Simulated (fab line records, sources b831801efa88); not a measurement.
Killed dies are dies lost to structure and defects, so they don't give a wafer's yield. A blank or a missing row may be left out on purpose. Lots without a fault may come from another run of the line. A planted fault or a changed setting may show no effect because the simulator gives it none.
One fault seen from 2 desks | flow sfq_line | each desk has only its own numbers; what lay behind them comes last

THE METROLOGY DESK
What the gauges read, lot by lot, whatever tool the lot ran on: means of the sampled wafers that have a number. A lot is out of limits, marked OUT, if its mean lies more than 4 standard deviations from the usual mean; the brackets give that distance.
Columns: A = M1_NB_RS at SFQ_M1_RS_MEAS_909, usual 0.893 ohm/sq; B = M1_OVL at SFQ_M1_OVL_MEAS_911, usual 2 nm
lot  | first seen here | A     | B
L234 | day 22 21:43    | 0.899 | 8
L235 | day 23 11:39    | 0.881 | 0
L240 | day 25 05:02    | 0.887 | -4
L241 | day 25 12:13    | 0.885 | 8
L242 | day 25 15:50    | 0.913 | -1
L244 | day 26 22:23    | 0.887 | -3
L247 | day 28 03:55    | 0.904 | 3
This desk's finding: nothing out of limits on any of the 7 lots.

THE TOOL OWNER'S DESK: rie_metal-01
The tool's own readings at SFQ_TRILAYER_M1_BARC_OPEN_METAL_ETCH_054 (etches BARC in O2, target depth 125 nm, time 41.7 s): means of the sampled wafers that have a number, for each lot that ran on this tool. A lot is out of limits, marked OUT, if its mean lies more than 4 standard deviations from the usual mean; the brackets give that distance.
Columns: A = drypump_motor_current_A at SFQ_TRILAYER_M1_BARC_OPEN_METAL_ETCH_054, usual 5.6 A; B = oes_product_au at SFQ_TRILAYER_M1_BARC_OPEN_METAL_ETCH_054, usual 0.685 a.u.; C = run_length_s at SFQ_TRILAYER_M1_BARC_OPEN_METAL_ETCH_054, usual 70.2 s
lot  | first seen here | A   | B               | C
L235 | day 30 01:41    | 5.4 | 0.685           | 70.5
L240 | day 31 20:07    | 5.4 | 0.766 (+19) OUT | 65.5 (-11) OUT
L241 | day 32 07:16    | 5.4 | 0.800 (+27) OUT | 64.0 (-15) OUT
L242 | day 32 09:41    | 5.4 | 0.767 (+20) OUT | 65.8 (-11) OUT
This desk's finding: out of limits on L240, L241, L242; first on L240, day 31 20:07 (oes_product_au at SFQ_TRILAYER_M1_BARC_OPEN_METAL_ETCH_054). In limits: L235.

PUT TOGETHER
The tool owner's desk could have raised an alarm at day 31 20:07, on L240, L241, L242.
The metrology desk saw nothing out of limits.
The metrology desk has L240, L241, L242 on record, within its limits.
Of the lots named, all ran SFQ_TRILAYER_M1_BARC_OPEN_METAL_ETCH_054 on rie_metal-01.

WHAT THE SIMULATOR HAD PUT IN
Process parameter drift: rie_metal-01, from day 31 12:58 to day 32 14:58, at SFQ_TRILAYER_M1_BARC_OPEN_METAL_ETCH_054. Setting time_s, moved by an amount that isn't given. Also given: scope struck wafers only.
Lots struck among those shown: L240, L241, L242.
Hours from the fault's start to each desk's first reading out of limits: the tool owner's desk, 7.
